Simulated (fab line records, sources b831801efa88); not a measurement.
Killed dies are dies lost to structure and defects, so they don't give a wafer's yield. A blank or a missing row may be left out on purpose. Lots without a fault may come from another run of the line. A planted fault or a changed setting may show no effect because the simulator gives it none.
Which tool did it? | flow sky130 | 11 lots, 33 wafers sampled, at 2 steps of a route of 708

WHAT THE GAUGES READ, wafer by wafer
SKY_METAL1_RS_MEAS_05: measures by four-point-probe.
lot  | measured     | on            | METAL1_ALCU_RS (ohm/sq)
L418 | day 32 00:58 | film_metro-02 | 0.1265 0.1263 0.1255
L420 | day 32 15:01 | film_metro-02 | 0.1274 0.1260 0.1271
L421 | day 33 03:40 | film_metro-01 | 0.1264 0.1274 0.1276
L425 | day 34 00:56 | film_metro-04 | 0.1250 0.1272 0.1255
L433 | day 36 12:56 | film_metro-01 | 0.1248 0.1252 0.1255
L434 | day 37 01:25 | film_metro-02 | 0.1279 0.1267 0.1283
L437 | day 37 19:57 | film_metro-02 | 0.1257 0.1265 0.1254
L438 | day 37 22:40 | film_metro-04 | 0.1297 0.1296 0.1299
L439 | day 38 01:30 | film_metro-02 | 0.1246 0.1267 0.1263
L440 | day 38 12:37 | film_metro-01 | 0.1286 0.1292 0.1283
L441 | day 38 21:05 | film_metro-04 | 0.1277 0.1271 0.1272

WHICH TOOL RAN EACH LOT (tool, then ch and the chambers of the sampled wafers, then the start)
lot  | SKY_CONTACT_ETCH_17
L418 | rie_diel-01 ch 0,1, day 31 23:16
L420 | rie_diel-02 ch 0,2,3, day 32 13:33
L421 | rie_diel-01 ch 1,2, day 33 02:10
L425 | rie_diel-01 ch 0,1,3, day 33 23:27
L433 | rie_diel-03 ch 0,1,2, day 36 11:26
L434 | rie_diel-02 ch 0,3, day 36 23:48
L437 | rie_diel-02 ch 0,2,3, day 37 18:23
L438 | rie_diel-03 ch 0,1, day 37 21:04
L439 | rie_diel-03 ch 0,1, day 37 23:34
L440 | rie_diel-02 ch 1,2,3, day 38 11:06
L441 | rie_diel-01 ch 1,2,3, day 38 19:31
- SKY_CONTACT_ETCH_17: etches SiO2 in C4F8/O2/Ar, stops on Si3N4, target depth 340 nm.

THE ANSWER, worked out from the rows above alone
Rule: what is usual is taken from the lots themselves. Put in order of their means at a reading, lots are off if they are a third of the lots or fewer, leave a main group of 4 or more, and stand apart from it by a gap of 3 or more times the standard deviation of the main group's means; of several such gaps the widest counts. A main group whose means are all the same, to the digits that the tables above print for the reading, isn't used. A lot without any number at a reading at which 4 lots or more have one is off too. The other lots that the step has rows for count as sound.
No lot is off at any reading shown: from this, nothing can be told.

WHAT THE SIMULATOR HAD PUT IN
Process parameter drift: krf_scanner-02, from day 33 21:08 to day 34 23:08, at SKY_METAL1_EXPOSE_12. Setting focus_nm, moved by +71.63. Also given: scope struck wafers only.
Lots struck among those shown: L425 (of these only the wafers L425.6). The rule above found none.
